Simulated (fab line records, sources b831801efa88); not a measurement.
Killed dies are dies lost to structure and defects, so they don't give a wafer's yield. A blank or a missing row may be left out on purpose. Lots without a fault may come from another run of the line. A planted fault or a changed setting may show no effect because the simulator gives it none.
fab line records | flow gf180mcu
record lots=5 wafers=15 last_day=34
route steps=602 shown V1@340
lots that met no fault: from a run of the same line without faults
start_h: hours from the record's first day to the start of the lot's first wafer shown | wait_h: hours since the lot's step before | " the same as in the row above | L1.1+2: a row that stands for several wafers | - no value, or no start given | * or withheld: withheld | < > ~ a bound
route shown NAME@n: a module of which the file shows steps, and the number in the route of the first | usual: mean/standard deviation of fault-free wafers | same: alike in all rows | chamber/n: place in a boat | sites: the reading at each site | _std_site: their standard deviation | _edge_site: outer sites' mean less inner sites' | radius_mm: how far each site lies from the wafer's centre | mask NAME#n: copy n | behind: the tool/chamber that last shaped the wafer | hold: why the lot was held/for how many hours/how that ended | device: the transistor (n, p or np) that didn't switch | end of line: the same wafers' tests at the end of the route | a step without rows: its recipe alone | killed: dies lost to structure and defects at the first sort, not the wafer's yield | map: a wafer's dies, x killed, . not, _ none there
set.NAME: the setting as run; set.NAME@STEP: as run at that earlier step | model.NAME: the simulator's own value behind a step, which no gauge read
lots at some steps of the route; a table a step, a row a wafer
services: from which hour (start_h, from the record's first day; less than 0 if before it) a tool's chamber was out of use, for how many hours, and why
## steps
# step GF_V1_BOW_MEAS_05
# recipe mode=bow
# usual V1_BOW=81/8.4
# columns lot.wafer tool chamber start_h wait_h V1_BOW[um]
L075.1 film_metro-04 - 395.77 0.2 88
L075.2 " - " " 96
L075.6 " - " " 90
L084.1 film_metro-02 - 484.31 0.1 84
L084.2 " - " " 68
L084.6 " - " " 87
L085.3 film_metro-02 - 486.02 0.3 85
L085.4 " - " " 96
L085.5 " - " " 82
L086.2 film_metro-04 - 490.81 0.3 87
L086.5 " - " " 86
L086.6 " - " " 76
L097.3 film_metro-04 - 589.97 0.2 89
L097.5 " - " " 76
L097.6 " - " " 80
# step GF_V1_DEHYDRATE_06
# recipe temp_c=200 time_s=60
# columns lot.wafer tool chamber start_h wait_h
L075.1+2+6 litho_track-04 0 406.90 11.1
L084.1+2+6 litho_track-02 0 495.86 11.5
L085.3+4+5 litho_track-04 0 497.10 11.1
L086.2+5+6 litho_track-02 0 502.89 12.1
L097.3+5+6 litho_track-04 0 600.30 10.3
# step GF_V1_HMDS_07
# recipe prime_time_s=60 prime_temp_c=120
# usual prime_temp_c=119.99/0.12
# columns lot.wafer tool chamber start_h wait_h prime_temp_c
L075.1 litho_track-04 0 407.05 0.1 119.90
L075.2 " 0 " " 119.92
L075.6 " 0 " " 119.96
L084.1 litho_track-02 0 496.01 0.1 120.09
L084.2 " 0 " " 120.26
L084.6 " 0 " " 119.97
L085.3 litho_track-04 0 497.25 0.1 119.82
L085.4 " 0 " " 120.02
L085.5 " 0 " " 119.83
L086.2 litho_track-02 0 503.04 0.1 120.16
L086.5 " 0 " " 120.08
L086.6 " 0 " " 119.95
L097.3 litho_track-04 0 600.45 0.1 119.99
L097.5 " 0 " " 119.98
L097.6 " 0 " " 119.92
# step GF_V1_COAT_08
# recipe resist=BARC temp_c=withheld time_s=withheld spin_rpm=withheld resist_thk_nm=withheld
# columns lot.wafer tool chamber start_h wait_h
L075.1+2+6 litho_track-04 0 407.20 0.1
L084.1+2+6 litho_track-02 0 496.16 0.1
L085.3+4+5 litho_track-04 0 497.40 0.1
L086.2+5+6 litho_track-02 0 503.19 0.1
L097.3+5+6 litho_track-04 0 600.60 0.1
# step GF_V1_COAT_09
# recipe resist=KrF spin_rpm=withheld resist_thk_nm=1000
# columns lot.wafer tool chamber start_h wait_h
L075.1+2+6 litho_track-04 0 - -
L084.1+2+6 litho_track-02 0 - -
L085.3+4+5 litho_track-04 0 - -
L086.2+5+6 litho_track-02 0 - -
L097.3+5+6 litho_track-04 0 - -
# step GF_V1_SOFTBAKE_10
# recipe temp_c=130 time_s=60 resist=KrF
# columns lot.wafer tool chamber start_h wait_h
L075.1+2+6 litho_track-04 0 - -
L084.1+2+6 litho_track-02 0 - -
L085.3+4+5 litho_track-04 0 - -
L086.2+5+6 litho_track-02 0 - -
L097.3+5+6 litho_track-04 0 - -
# step GF_V1_EXPOSE_11
# recipe mask_id=Via1 target_cd_nm=260 na=0.68 source_shape=conventional sigma_outer=0.6 dose_mj=38
# columns lot.wafer tool chamber start_h wait_h mask
L075.1+2+6 krf_scanner-01 0 - - Via1#0
L084.1+2+6 krf_scanner-01 0 - - Via1#0
L085.3+4+5 krf_scanner-01 0 - - Via1#0
L086.2+5+6 krf_scanner-01 0 - - Via1#0
L097.3+5+6 krf_scanner-02 0 - - Via1#0
# step GF_V1_PEB_12
# recipe peb_temp_c=135 peb_time_s=90 resist=KrF
# same peb_time_s=90
# columns lot.wafer tool chamber start_h wait_h
L075.1+2+6 litho_track-02 0 - -
L084.1+2+6 litho_track-04 0 - -
L085.3+4+5 litho_track-02 0 - -
L086.2+5+6 litho_track-02 0 - -
L097.3+5+6 litho_track-04 0 - -
# step GF_V1_DEVELOP_13
# recipe develop_time_s=60 resist=KrF dev_temp_c=21
# columns lot.wafer tool chamber start_h wait_h
L075.1+2+6 litho_track-02 0 419.36 0.2
L084.1+2+6 litho_track-04 0 508.30 0.2
L085.3+4+5 litho_track-02 0 508.86 0.1
L086.2+5+6 litho_track-02 0 514.54 0.2
L097.3+5+6 litho_track-04 0 610.25 0.1
# step GF_V1_CD_MEAS_14
# recipe target_cd_nm=260
# usual cd_nm=259.9/1.1
# columns lot.wafer tool chamber start_h wait_h cd_nm
L075.1 cd_sem-01 - 419.51 0.1 259.9
L075.2 " - " " 260.1
L075.6 " - " " 260.2
L084.1 cd_sem-02 - 508.45 0.1 261.3
L084.2 " - " " 260.9
L084.6 " - " " 261.8
L085.3 cd_sem-02 - 509.02 0.1 260.4
L085.4 " - " " 258.5
L085.5 " - " " 259.2
L086.2 cd_sem-02 - 514.68 0.1 258.9
L086.5 " - " " 258.2
L086.6 " - " " 257.8
L097.3 cd_sem-01 - 610.39 0.1 260.0
L097.5 " - " " 259.6
L097.6 " - " " 260.4
# step GF_V1_OVL_MEAS_15
# usual V1_OVL=-3/6.3
# columns lot.wafer tool chamber start_h wait_h V1_OVL[nm]
L075.1 overlay-02 - 419.63 0.1 8
L075.2 " - " " 3
L075.6 " - " " -2
L084.1 overlay-01 - 508.57 0.1 7
L084.2 " - " " -2
L084.6 " - " " -2
L085.3 overlay-01 - 509.11 0.1 -6
L085.4 " - " " 0
L085.5 " - " " -2
L086.2 overlay-01 - 514.79 0.1 -2
L086.5 " - " " -5
L086.6 " - " " -5
L097.3 overlay-01 - 610.48 0.1 3
L097.5 " - " " 3
L097.6 " - " " -7
# step GF_V1_ETCH_16
# recipe chemistry=N2/H2 target_depth_a=withheld overetch_a=withheld time_s=withheld target=BARC ion_energy_ev=200 source_w=500 bias_w=100 pressure_mtorr=30 n2_flow_sccm=100 h2_flow_sccm=200
# usual drypump_motor_current_A=5.69/0.3 oes_product_au=0.853/0.0049 throttle_valve_pct=13.224/0.0094
# columns lot.wafer tool chamber start_h wait_h drypump_motor_current_A oes_product_au throttle_valve_pct
L075.1 rie_diel-01 1 419.67 0.0 5.96 0.855 13.219
L075.2 " 2 " " 5.16 0.855 13.235
L075.6 " 0 " " 5.75 0.860 13.207
L084.1 rie_diel-01 2 508.60 0.0 5.17 0.857 13.227
L084.2 " 3 " " 5.69 0.845 13.228
L084.6 " 3 " " 5.69 0.851 13.235
L085.3 rie_diel-03 0 509.13 0.0 5.97 0.852 13.217
L085.4 " 0 " " 5.95 0.857 13.207
L085.5 " 1 " " 6.11 0.855 13.227
L086.2 rie_diel-03 2 514.82 0.0 5.19 0.860 13.229
L086.5 " 0 " " 5.94 0.850 13.236
L086.6 " 3 " " 5.89 0.852 13.227
L097.3 rie_diel-02 3 610.50 0.0 5.60 0.849 13.230
L097.5 " 2 " " 5.84 0.862 13.220
L097.6 " 3 " " 5.59 0.854 13.215
# step GF_V1_ETCH_17
# recipe chemistry=C4F8/O2/Ar mask_material=KrF target=SiO2 stop_on=TiN source_w=1500 bias_w=1200 pressure_mtorr=40 c4f8_flow_sccm=withheld O2_flow_sccm=6 Ar_flow_sccm=300 time_s=withheld target_depth_a=6300
# usual oes_product_au=0.856/0.0046
# columns lot.wafer tool chamber start_h wait_h oes_product_au
L075.1 rie_diel-01 1 - - 0.858
L075.2 " 2 " " 0.858
L075.6 " 0 " " 0.861
L084.1 rie_diel-01 2 - - 0.863
L084.2 " 3 " " 0.854
L084.6 " 3 " " 0.858
L085.3 rie_diel-03 0 - - 0.856
L085.4 " 0 " " 0.863
L085.5 " 1 " " 0.855
L086.2 rie_diel-03 2 - - 0.849
L086.5 " 0 " " 0.853
L086.6 " 3 " " 0.854
L097.3 rie_diel-02 3 - - 0.857
L097.5 " 2 " " 0.851
L097.6 " 3 " " 0.851
# step GF_V1_STRIP_18
# recipe chemistry=O2/N2 power_w=1400 pressure_mtorr=1500 platen_temp_c=250 o2_flow_sccm=3000 n2_flow_sccm=300 overash_fraction=0.5
# usual drypump_motor_current_A=5.8/0.42 heater_power_w=324/37 o2_flow_sccm=3000/9.6 oes_product_au=0.593/0.0052 platen_temp_c=249.99/0.17
# columns lot.wafer tool chamber start_h wait_h drypump_motor_current_A heater_power_w o2_flow_sccm oes_product_au platen_temp_c rf_hours_counter_h
L075.1 plasma_asher-03 1 419.80 - 5.8 356 2997 0.604 250.06 64
L075.2 " 0 " " 5.4 301 3008 0.592 249.83 64
L075.6 " 1 " " 5.8 362 2988 0.589 250.01 -
L084.1 plasma_asher-03 0 508.73 - 5.4 301 3012 0.593 249.94 74
L084.2 " 1 " " 5.8 348 3003 0.592 250.10 74
L084.6 " 1 " " 5.8 353 3007 0.592 249.74 -
L085.3 plasma_asher-01 1 509.30 - 6.1 310 3011 0.587 249.96 -
L085.4 " 0 " " 6.4 324 3006 0.584 249.84 -
L085.5 " 0 " " 6.4 338 3001 0.590 249.96 -
L086.2 plasma_asher-04 0 514.95 - 5.1 400 3001 0.598 250.12 8
L086.5 " 1 " " 5.8 267 3005 0.588 250.39 -
L086.6 " 0 " " 5.1 393 2996 0.599 250.05 -
L097.3 plasma_asher-01 0 610.67 - 6.4 323 2998 0.590 250.05 -
L097.5 " 1 " " 6.1 313 3000 0.591 250.03 -
L097.6 " 0 " " 6.4 318 3005 0.584 250.09 -
# step GF_V1_STRIP_19
# recipe chemistry=post_etch_residue_remover time_s=1200 temp_c=72.5
# columns lot.wafer tool chamber start_h wait_h
L075.1+2+6 wet_bench-03 3 419.90 0.1
L084.1+2+6 wet_bench-03 3 508.83 0.1
L085.3+4+5 wet_bench-04 1 509.36 0.0
L086.2+5+6 wet_bench-03 2 515.05 0.1
L097.3+5+6 wet_bench-01 2 610.73 0.0
# step GF_V1_CLEAN_20
# recipe chemistry=DIW dry=n2_spin
# columns lot.wafer tool chamber start_h wait_h
L075.1+2+6 wet_bench-01 3 420.24 0.0
L084.1+2+6 wet_bench-01 3 509.52 0.0
L085.3+4+5 wet_bench-03 0 509.73 0.0
L086.2+5+6 wet_bench-01 3 515.73 0.0
L097.3+5+6 wet_bench-03 2 611.07 0.0
# step GF_V1_SPUTTER_21
# recipe material=Ti target_thk_nm=15 chamber_pressure_pa=5 power_w=2500 substrate_temp_c=200 time_s=80.02
# usual throttle_valve_pct=30.1/1
# columns lot.wafer tool chamber start_h wait_h throttle_valve_pct
L075.1 pvd_sputter-01 - 420.33 0.0 28.2
L075.2 " - " " 29.3
L075.6 " - " " 29.1
L084.1 pvd_sputter-04 - 509.61 0.0 30.2
L084.2 " - " " 29.8
L084.6 " - " " 29.8
L085.3 pvd_sputter-01 - 509.92 0.0 29.2
L085.4 " - " " 30.8
L085.5 " - " " 29.4
L086.2 pvd_sputter-02 - 515.82 0.0 28.9
L086.5 " - " " 32.2
L086.6 " - " " 31.1
L097.3 pvd_sputter-04 - 611.17 0.0 30.0
L097.5 " - " " 31.0
L097.6 " - " " 29.8
# step GF_V1_SPUTTER_22
# recipe material=TiN target_thk_nm=10 chamber_pressure_pa=5 power_w=4000 time_s=40
# usual throttle_valve_pct=30.1/1
# columns lot.wafer tool chamber start_h wait_h throttle_valve_pct
L075.1 pvd_sputter-01 - 420.39 0.0 28.5
L075.2 " - " " 29.4
L075.6 " - " " 29.4
L084.1 pvd_sputter-04 - 509.67 0.0 30.5
L084.2 " - " " 29.5
L084.6 " - " " 29.9
L085.3 pvd_sputter-01 - 509.98 0.0 29.3
L085.4 " - " " 30.7
L085.5 " - " " 29.3
L086.2 pvd_sputter-02 - 515.88 0.0 28.9
L086.5 " - " " 32.2
L086.6 " - " " 31.1
L097.3 pvd_sputter-04 - 611.23 0.0 30.0
L097.5 " - " " 31.1
L097.6 " - " " 29.6
## services
# columns tool chamber start_h hours kind
krf_scanner-01 - 389.29 4.4 pm
krf_scanner-01 - 394.58 4.8 repair
pvd_sputter-02 - 429.28 6.2 repair
rie_diel-02 - 442.60 0.5 repair
rie_diel-03 1 443.15 14.9 repair
pvd_sputter-02 - 455.66 4.7 repair
rie_diel-01 0 456.18 5.5 repair
plasma_asher-01 - 462.55 0.8 repair
plasma_asher-01 - 464.39 4.3 pm
pvd_sputter-04 - 481.48 4.3 repair
krf_scanner-01 - 490.36 1.0 pm
rie_diel-02 1 497.25 5.0 repair
rie_diel-02 0 504.20 6.3 repair
krf_scanner-01 - 508.68 1.3 pm
krf_scanner-01 - 527.43 0.7 repair
krf_scanner-01 - 533.04 0.8 pm
plasma_asher-01 - 540.52 10.0 repair
rie_diel-02 - 547.75 14.6 pm
rie_diel-01 - 550.89 0.1 repair
rie_diel-01 3 552.48 9.0 repair
rie_diel-01 0 553.39 1.3 repair
pvd_sputter-04 - 562.72 5.7 repair
krf_scanner-01 - 582.10 4.0 pm
rie_diel-03 - 587.27 2.8 pm
## key
fault none
